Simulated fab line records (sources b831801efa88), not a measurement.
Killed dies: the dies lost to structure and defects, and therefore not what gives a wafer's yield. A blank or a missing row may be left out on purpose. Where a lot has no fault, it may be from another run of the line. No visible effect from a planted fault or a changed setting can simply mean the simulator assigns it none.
A struck lot beside a sound one / flow sky130 / 31 steps out of a route of 708
Sound: the wafers L869.2, L869.5, L869.6. The struck wafers were L876.2, L876.4, L876.6. Last of all comes the cause.
Each step with rows lists, per side, the tool, then ch with its chambers, then its first start. Under that, the readings that differ: sound wafers / struck wafers / difference of the means / sigmas: that difference in standard deviations of wafers without a fault.
alike: words and numbers the same on both sides, and readings whose means are apart by under 2 such deviations; not compared: readings that were withheld, readings missing a value for some wafer, numbers with overlapping values and no deviation given by the record, and bounds like >300 which may hide the same value.
Wherever a step has rows on one side only, a row that says differs or no value, or a row with sigmas, the two part there. Non-overlapping numbers with no deviation appear without sigmas and do not part them. A reading that every wafer of one side lacks parts them only if that side has two wafers or more.

first, 1 step without rows for these wafers: SKY_PWDE_IMPLANT_08.
SKY_PWDE_STRIP_09: strips in O2/N2.
  sound on plasma-asher-03 ch 0,1, day 5 05:15; struck on plasma-asher-01 ch 0,1, day 6 18:32
  alike: drypump-motor-current-A, oes-product-au, strip-time-to-endpoint-s
  not compared: rf-hours-counter-h
SKY_PWDE_TW_MEAS_10:
  struck on film-metro-04, day 6 18:39; sound on film-metro-04, day 5 05:22
  alike: PWDE_TW
then, 7 steps without rows for these wafers: SKY_NWELL_DEHYDRATE_03 (time 60 s); SKY_NWELL_HMDS_04 (prime time 60 s); SKY_NWELL_COAT_05 (resist thk 3000 nm); SKY_NWELL_SOFTBAKE_06; SKY_NWELL_EXPOSE_07 (exposes mask NWM, target cd 840 nm); SKY_NWELL_PEB_08; SKY_NWELL_DEVELOP_09 (develop time 60 s).
SKY_NWELL_OVL_MEAS_10:
  struck on overlay-01, day 7 13:37; sound on overlay-02, day 5 23:19
  alike: NWELL_00_OVL
after that, 1 step had no rows for these wafers: SKY_NWELL_IMPLANT_11.
SKY_NWELL_IMPLANT_12:
  sound on implanter-04 ch 0, day 5 23:31; struck on implanter-04 ch 0, day 7 13:49
reading=beam-on-s (s); sound=9.61 9.83 10.07; struck=12.08 11.81 11.40; difference=+1.93; sigmas=+10
reading=faraday-current-uA; sound=7.62 7.41 7.30; struck=6.07 6.22 6.40; difference=-1.21; sigmas=-8
after that, 1 step had no rows for these wafers: SKY_NWELL_IMPLANT_13.
SKY_NWELL_STRIP_14: strips in O2/N2.
  sound on plasma-asher-02 ch 0,1, day 5 23:47; struck on plasma-asher-04 ch 0,1, day 7 14:05
  alike: drypump-motor-current-A, oes-product-au, strip-time-to-endpoint-s
  not compared: rf-hours-counter-h
SKY_NWELL_TW_MEAS_15:
  struck on film-metro-04, day 7 14:12; sound on film-metro-04, day 5 23:54
  alike: NWELL_TW
then, 7 steps without rows for these wafers: SKY_NWELL_DEHYDRATE_16 (time 60 s); SKY_NWELL_HMDS_17 (prime time 60 s); SKY_NWELL_COAT_18 (resist thk 3000 nm); SKY_NWELL_SOFTBAKE_19; SKY_NWELL_EXPOSE_20 (exposes mask NWM COMPLEMENT, target cd 840 nm); SKY_NWELL_PEB_21; SKY_NWELL_DEVELOP_22 (develop time 60 s).
SKY_NWELL_OVL_MEAS_23:
  struck on overlay-01, day 8 09:31; sound on overlay-01, day 6 17:34
  alike: NWELL_01_OVL
after that, 1 step had no rows for these wafers: SKY_NWELL_IMPLANT_24.
SKY_NWELL_STRIP_25: strips in O2/N2.
  sound on plasma-asher-02 ch 0,1, day 6 17:44; struck on plasma-asher-04 ch 0,1, day 8 09:41
  alike: drypump-motor-current-A, oes-product-au, strip-time-to-endpoint-s
  not compared: rf-hours-counter-h
SKY_NWELL_TW_MEAS_26:
  struck on film-metro-01, day 8 09:48; sound on film-metro-01, day 6 17:51
  alike: NWELL_2_TW
then, 1 step without rows for these wafers: SKY_NWELL_CLEAN_27 (cleans in SC1/SC2, time 150 s).
SKY_NWELL_RTA_28: time 30 s.
  sound on rtp-anneal-01 ch 0, day 6 17:58; struck on rtp-anneal-02 ch 0, day 8 09:55
  alike: lamp-power-pct, ramp-down-c-per-s, wafer_temp_C_max
SKY_NWELL_RS_MEAS_29: measures by four-point-probe.
  struck on film-metro-04, day 8 10:23; sound on film-metro-02, day 6 18:04
reading=NWELL_RS (ohm/sq); sound=626.1 625.5 625.8; struck=618.1 619.0 619.2; difference=-7.0; sigmas=-5
  not compared: hold
-- the record jumps here: 41 days lie between the struck wafers' starts before and after (it left off in module NWELL and takes up again in module PAD_OPEN, whose first step shown is number 708 of the route) --
SKY_PAD_OPEN_PROBE_99:
  struck on prober-02, day 49 03:25; sound on prober-02, day 47 15:02
reading=model.etest.pfet-g5v0d10v5.off-log10-a-um; sound=-12.51 -12.66 -12.16; struck=-12.72 -12.78 -12.73; difference=-0.30; sigmas=
reading=model.etest.pfet-g5v0d10v5.vt-sat-v (V); sound=-0.6148 -0.6439 -0.5864; struck=-0.6483 -0.6539 -0.6523; difference=-0.0365; sigmas=
reading=model.etest.pfet_16v.vt-v (V); sound=-1.08 -1.095 -1.08; struck=-1.113 -1.124 -1.102; difference=-0.028; sigmas=
  alike: killed_at_M0_to_M3, killed_at_M4_up, killed-at-contacts, killed-at-front-end, killed-at-other, killed-dies, killed-open, killed-short
  not compared: model.etest.pfet_01v8_lvt.drive-ua-um, model.etest.pfet_01v8_lvt.off-log10-a-um, model.etest.pfet-g5v0d10v5.vt-v, model.etest.pfet-g5v0d10v5.vt-long-v, model.etest.pfet_01v8_lvt.vt-sat-v

## WHERE THEY PART
At SKY_NWELL_IMPLANT_12 first; at SKY_NWELL_RS_MEAS_29 last (within this record only). Later steps at which nothing parts them and some readings are alike: SKY_PAD_OPEN_PROBE_99.

WHY: what had been put in by the simulator
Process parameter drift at SKY_NWELL_IMPLANT_12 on implanter-04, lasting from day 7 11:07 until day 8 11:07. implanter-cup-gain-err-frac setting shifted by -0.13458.
